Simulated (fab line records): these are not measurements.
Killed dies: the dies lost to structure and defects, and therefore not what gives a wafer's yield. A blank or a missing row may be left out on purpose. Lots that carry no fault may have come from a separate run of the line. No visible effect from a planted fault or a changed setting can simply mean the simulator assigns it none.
Comparing a struck lot with a sound one + flow gf180mcu + 37 out of 602 route steps
Sound: wafers L784.2, L784.3, L784.5. Wafers struck: L769.1, L769.3, L769.5. The cause is given at the end.
Per side, at each step with rows, come the tool, then ch with its chambers, and then its first start. Under that, the readings that differ: sound wafers + struck wafers + difference of the means + sigmas: that difference in standard deviations of wafers without a fault.
alike: same words and numbers on both sides, and readings whose means sit less than 2 such deviations apart. not compared: any withheld reading, any reading some wafer has no value for, any bound like >300 that may hide the same value, and any number with overlapping values for which the record gives no deviation.
A row with sigmas, a row that says differs or no value, or rows on one side alone: a step with any of these is where the two part. Non-overlapping numbers with no deviation appear without sigmas and do not part them. A reading that every wafer of one side lacks parts them only if that side has two wafers or more.

first, 11 steps without rows for these wafers: GF_DUAL_GATE_DEHYDRATE_04 (time 60 s); GF_DUAL_GATE_HMDS_05 (prime time 60 s); GF_DUAL_GATE_COAT_06 (resist thk 1000 nm); GF_DUAL_GATE_SOFTBAKE_07 (time 60 s); GF_DUAL_GATE_EXPOSE_08 (exposes mask Dualgate, target cd 700 nm); GF_DUAL_GATE_PEB_09; GF_DUAL_GATE_DEVELOP_10 (develop time 60 s); GF_DUAL_GATE_WET_ETCH_12 (etches SiO2 in dHF, target depth 13 nm, time 260 s); GF_DUAL_GATE_STRIP_13 (strips in O2/N2); GF_DUAL_GATE_CLEAN_14 (cleans in SC1/SC2, time 150 s); GF_DUAL_GATE_OXIDATION_15 (stabilise 600 s, purge 300 s, target thk 7.098 nm).
GF_POLY_GATE_CVD_00: deposits poly-Si, target thk 200 nm, time 1200 s.
  sound on lpcvd-02 ch 0, day 14 07:12; struck on lpcvd-01 ch 0, day 9 20:02
| reading                                       | sound           | struck          | difference | sigmas |
|-----------------------------------------------|-----------------|-----------------|------------|--------|
| spike tc top C (C)                            | 644 643 643     | 632 631 631     | -12        | -3     |
| model.poly-Si_of_POLY_GATE_CVD_00.thk nm (nm) | 200.3 201 200.2 | 113 112.8 112.8 | -88        |        |
GF_POLY_GATE_THK_MEAS_01:
  sound: film metro-04 at day 14 08:32; struck: film metro-02 at day 9 22:02
| reading                   | sound             | struck            | difference | sigmas |
|---------------------------|-------------------|-------------------|------------|--------|
| POLY_GATE_CVD_00_THK (nm) | 200.4 200.9 200.3 | 113.0 112.8 112.8 | -87.7      | -40    |
then, 9 steps without rows for these wafers: GF_POLY_GATE_DEHYDRATE_02 (time 60 s); GF_POLY_GATE_HMDS_03 (prime time 60 s); GF_POLY_GATE_COAT_04; GF_POLY_GATE_COAT_05 (resist thk 700 nm); GF_POLY_GATE_SOFTBAKE_06 (time 60 s); GF_POLY_GATE_EXPOSE_07 (exposes mask Poly2, target cd 280 nm); GF_POLY_GATE_PEB_08 (peb time 90 s); GF_POLY_GATE_DEVELOP_09 (develop time 60 s); GF_POLY_GATE_ETCH_12 (etches BARC in N2/H2).
GF_POLY_GATE_ETCH_13: etches poly-Si in HBr/Cl2, stops on SiO2, target depth 198.5 nm, time 69.6 s.
  sound on rie si-02 ch 1,3, day 15 05:05; struck on rie si-01 ch 2,3, day 10 16:26
| reading                               | sound             | struck            | difference | sigmas |
|---------------------------------------|-------------------|-------------------|------------|--------|
| oes product au (a.u.)                 | 0.995 0.984 0.999 | 0.685 0.682 0.685 | -0.309     | -47    |
| model.POLY_GATE.feature depth nm (nm) | 199.4 197.1 200.2 | 113 112.8 112.8   | -86        |        |
| model.etch.depth nm (nm)              | 199.4 197.1 200.2 | 113 112.8 112.8   | -86        |        |
  alike: drypump motor current A, throttle valve pct
  not compared: rf hours counter h
then, 12 steps without rows for these wafers: GF_POLY_GATE_STRIP_14 (strips in O2/N2); GF_POLY_GATE_CLEAN_15 (cleans in SC1/SC2, time 150 s); GF_POLY_GATE_OXIDATION_16 (stabilise 600 s, purge 300 s, target thk 4 nm); GF_HV_LDD_DEHYDRATE_00 (time 60 s); GF_HV_LDD_HMDS_01 (prime time 60 s); GF_HV_LDD_COAT_02 (resist thk 1000 nm); GF_HV_LDD_SOFTBAKE_03 (time 60 s); GF_HV_LDD_EXPOSE_04 (exposes mask Nplus LV AREA, target cd 400 nm); GF_HV_LDD_PEB_05; GF_HV_LDD_DEVELOP_06 (develop time 60 s); GF_HV_LDD_IMPLANT_09; GF_HV_LDD_STRIP_10 (strips in O2/N2).
-- the record jumps here: 6 days lie between the struck wafers' starts before and after (it left off in module HV_LDD and takes up again in module SALICIDE, whose first step shown is number 278 of the route) --
GF_SALICIDE_CLEAN_00: cleans in SC1/SC2, time 150 s.
  sound on wet bench-01 ch 0, day 22 08:08; struck on wet bench-01 ch 2, day 16 22:19
| reading                                       | sound             | struck            | difference | sigmas |
|-----------------------------------------------|-------------------|-------------------|------------|--------|
| model.poly-Si_of_POLY_GATE_CVD_00.thk nm (nm) | 199.1 199.7 198.9 | 111.8 111.6 111.6 | -87.6      |        |
-- the record jumps here: 14 days lie between the struck wafers' starts before and after (it left off in module SALICIDE and takes up again in module PASSIVATION, whose first step shown is number 602 of the route) --
GF_PASSIVATION_PROBE_99:
  record: rows for the struck wafers here (prober-02, day 30 14:07), none for the sound ones

== WHERE THEY PART ==
First at GF_POLY_GATE_CVD_00; last, within this record, at GF_PASSIVATION_PROBE_99.

WHY: the cause the simulator had injected
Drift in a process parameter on lpcvd-01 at GF_POLY_GATE_CVD_00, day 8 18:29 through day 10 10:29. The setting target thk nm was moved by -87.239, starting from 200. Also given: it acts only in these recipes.
